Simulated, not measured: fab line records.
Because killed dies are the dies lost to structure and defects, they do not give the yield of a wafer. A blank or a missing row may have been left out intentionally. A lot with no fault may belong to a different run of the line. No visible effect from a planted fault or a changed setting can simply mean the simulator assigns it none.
The tool behind it: which one? + flow sky130 + 13 lots with 39 wafers sampled at 3 steps, on a route of 708 steps

WHAT EACH GAUGE READ, for each wafer
SKY_POLY_CUT_CD_MEAS_08: the cd target is 270 nm. Usual: cd-nm reads 269.4 nm (standard deviation 1.3).
| lot  | measured     | on        | cd-nm (nm)        | flag |
|------|--------------|-----------|-------------------|------|
| L237 | day 24 16:46 | cd-sem-01 | 268.4 267.3 267.1 |      |
| L238 | day 25 03:56 | cd-sem-01 | 271.4 270.2 270.2 |      |
| L239 | day 26 00:59 | cd-sem-01 | 268.0 267.9 269.1 |      |
| L240 | day 26 11:37 | cd-sem-02 | 267.0 267.4 267.6 |      |
| L243 | day 27 18:49 | cd-sem-01 | 268.8 268.9 269.3 |      |
| L244 | day 28 05:11 | cd-sem-01 | 269.1 269.0 269.4 |      |
| L246 | day 28 11:52 | cd-sem-02 | 268.2 270.4 271.0 |      |
| L249 | day 30 01:19 | cd-sem-01 | 271.6 270.8 271.2 |      |
| L252 | day 30 04:11 | cd-sem-02 | 269.4 269.0 269.6 |      |
| L253 | day 30 11:46 | cd-sem-01 | 269.0 267.7 268.7 |      |
| L255 | day 31 04:49 | cd-sem-02 | 271.9 272.2 270.7 |      |
| L257 | day 31 14:46 | cd-sem-01 | 269.6 269.4 269.4 |      |
| L259 | day 32 05:05 | cd-sem-02 | 269.0 269.5 269.7 |      |

SKY_SD_N_OVL_MEAS_08. Usual: SD_N_OVL typically reads 0.4 nm, with standard deviation 1.4.
| lot  | measured     | on         | SD_N_OVL (nm)  | flag |
|------|--------------|------------|----------------|------|
| L237 | day 28 09:46 | overlay-02 | 0.9 0.0 -3.1   |      |
| L238 | day 28 20:26 | overlay-01 | -0.5 -1.7 -1.4 |      |
| L239 | day 29 16:23 | overlay-01 | 1.4 0.3 0.4    |      |
| L240 | day 30 02:08 | overlay-02 | 0.3 1.3 2.3    |      |
| L243 | day 31 07:53 | overlay-01 | 2.1 -0.4 0.4   |      |
| L244 | day 31 17:53 | overlay-01 | 2.9 3.5 -1.6   |      |
| L246 | day 31 23:58 | overlay-02 | 0.0 1.1 0.7    |      |
| L249 | day 33 13:31 | overlay-02 | -2.0 0.1 0.4   |      |
| L252 | day 33 15:06 | overlay-02 | 0.4 0.2 0.7    |      |
| L253 | day 33 21:18 | overlay-01 | 0.7 0.7 0.1    |      |
| L255 | day 34 12:54 | overlay-01 | -0.4 -1.2 -0.5 |      |
| L257 | day 34 23:11 | overlay-01 | -0.6 0.9 1.4   |      |
| L259 | day 35 13:01 | overlay-02 | 0.8 1.3 -2.3   |      |

WHICH TOOL RAN EACH LOT (tool, then ch and the chambers of the sampled wafers, then the start)
| lot  | SKY_POLY_CUT_STRIP_12                |
|------|--------------------------------------|
| L237 | plasma-asher-02 ch 0,1, day 24 16:58 |
| L238 | plasma-asher-03 ch 0,1, day 25 04:11 |
| L239 | plasma-asher-03 ch 0,1, day 26 01:14 |
| L240 | plasma-asher-04 ch 0, day 26 11:51   |
| L243 | plasma-asher-02 ch 0,1, day 27 19:01 |
| L244 | plasma-asher-04 ch 0,1, day 28 05:26 |
| L246 | plasma-asher-02 ch 0,1, day 28 12:06 |
| L249 | plasma-asher-02 ch 0,1, day 30 01:32 |
| L252 | plasma-asher-04 ch 0,1, day 30 04:23 |
| L253 | plasma-asher-03 ch 0,1, day 30 11:59 |
| L255 | plasma-asher-03 ch 0,1, day 31 05:02 |
| L257 | plasma-asher-02 ch 0,1, day 31 14:59 |
| L259 | plasma-asher-03 ch 0,1, day 32 05:20 |
- SKY_POLY_CUT_STRIP_12: strips in O2/N2.

WHAT THE TOOLS THEMSELVES READ (means of the sampled wafers that have a number; where no wafer has one, the mark that the record gives instead)
SKY_POLY_CUT_STRIP_12. Usual: drypump-motor-current-A 5.7 A, standard deviation 0.34; o2-flow-sccm 2998 sccm, standard deviation 8.9; oes-product-au 0.452 a.u., standard deviation 0.0044; strip-time-to-endpoint-s 5.361 s, standard deviation 0.014.
| lot  | tool            | drypump-motor-current-A (A) | o2-flow-sccm (sccm) | oes-product-au (a.u.) | strip-time-to-endpoint-s (s) | flag |
|------|-----------------|-----------------------------|---------------------|-----------------------|------------------------------|------|
| L237 | plasma-asher-02 | 6.2                         | 2998                | 0.455                 | 5.353                        |      |
| L238 | plasma-asher-03 | 5.4                         | 3001                | 0.453                 | 5.370                        |      |
| L239 | plasma-asher-03 | 5.4                         | 2990                | 0.453                 | 5.370                        |      |
| L240 | plasma-asher-04 | 5.5                         | 3009                | 0.451                 | 5.360                        |      |
| L243 | plasma-asher-02 | 6.3                         | 3000                | 0.456                 | 5.363                        |      |
| L244 | plasma-asher-04 | 5.7                         | 2992                | 0.454                 | 5.348                        |      |
| L246 | plasma-asher-02 | 6.1                         | 3000                | 0.454                 | 5.379                        |      |
| L249 | plasma-asher-02 | 6.2                         | 2998                | 0.451                 | 5.344                        |      |
| L252 | plasma-asher-04 | 5.6                         | 2998                | 0.449                 | 5.363                        |      |
| L253 | plasma-asher-03 | 5.4                         | 3001                | 0.450                 | 5.379                        |      |
| L255 | plasma-asher-03 | 5.4                         | 2994                | 0.453                 | 5.353                        |      |
| L257 | plasma-asher-02 | 6.1                         | 2998                | 0.451                 | 5.357                        |      |
| L259 | plasma-asher-03 | 5.4                         | 3001                | 0.450                 | 5.358                        |      |

THE ANSWER, worked out from the rows above alone
Rule: lot off if the mean of its wafers having a number is beyond 3 standard deviations from the usual mean. A lot without any number at a reading at which 4 lots or more have one is off too. The other lots that the step has rows for count as sound. The gauges are gone through in route order, then the tools' own readings, and for those a lot's mean is taken as printed above. At the first step where some lot is off, the reading lying furthest off is the one used; lots without a number count as furthest.
Nothing can be told from this: no lot is off at any reading shown.

WHAT THE SIMULATOR HAD INSERTED
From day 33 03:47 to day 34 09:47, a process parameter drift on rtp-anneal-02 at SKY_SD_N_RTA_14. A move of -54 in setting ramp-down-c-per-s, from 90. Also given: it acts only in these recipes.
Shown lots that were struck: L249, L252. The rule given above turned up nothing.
